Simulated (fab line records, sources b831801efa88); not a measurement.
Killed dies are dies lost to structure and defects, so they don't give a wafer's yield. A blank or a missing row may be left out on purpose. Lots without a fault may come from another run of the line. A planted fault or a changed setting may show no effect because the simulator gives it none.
Chamber matching | flow sky130 | SKY_FIELD_ISO_ETCH_14 on rie_diel-04: 4 sister chambers
The step etches BARC in N2/H2, stops on SiO2, time 45.9 s, target depth 60 nm. 4 wafers are shown with their chamber, then 8 later ones without.

WAFERS WITH THEIR CHAMBER
wafer  | chamber | drypump_motor_current_A (A)
L084.3 | 3       | 5.64
L084.4 | 1       | 6.17
L084.5 | 2       | 5.66
L086.1 | 0       | 6.01

WAFERS WITHOUT THEIR CHAMBER
wafer  | drypump_motor_current_A (A)
L086.2 | 5.58
L086.3 | 6.16
L088.3 | 5.97
L088.4 | 6.18
L088.6 | 6.17
L092.1 | 5.58
L092.3 | 5.68
L092.6 | 6.04

WHICH CHAMBER EACH WENT THROUGH
wafer  | from the rows above     | in truth
L086.2 | can't be placed: 3 or 2 | 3
L086.3 | 1                       | 1
L088.3 | 0                       | 0
L088.4 | 1                       | 1
L088.6 | 1                       | 1
L092.1 | can't be placed: 3 or 2 | 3
L092.3 | can't be placed: 2 or 3 | 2
L092.6 | 0                       | 0
Placed correctly: 5 of 8. Can't be placed from these rows: 3 (the true chamber is among the candidates in 3). Placed wrongly: 0.
How it was worked out, from the rows above alone: a wafer's distance from a chamber is the root of the sum, over the readings, of the square of ((its reading less the chamber's mean) divided by the reading's scatter). The wafer belongs to the nearest chamber; if the next one is less than 2 further off, it can't be placed. A chamber's mean is the mean of its shown wafers. The scatter: with one shown wafer a chamber, the root of the mean of the squares of how far each hidden wafer lies from its nearest shown one.
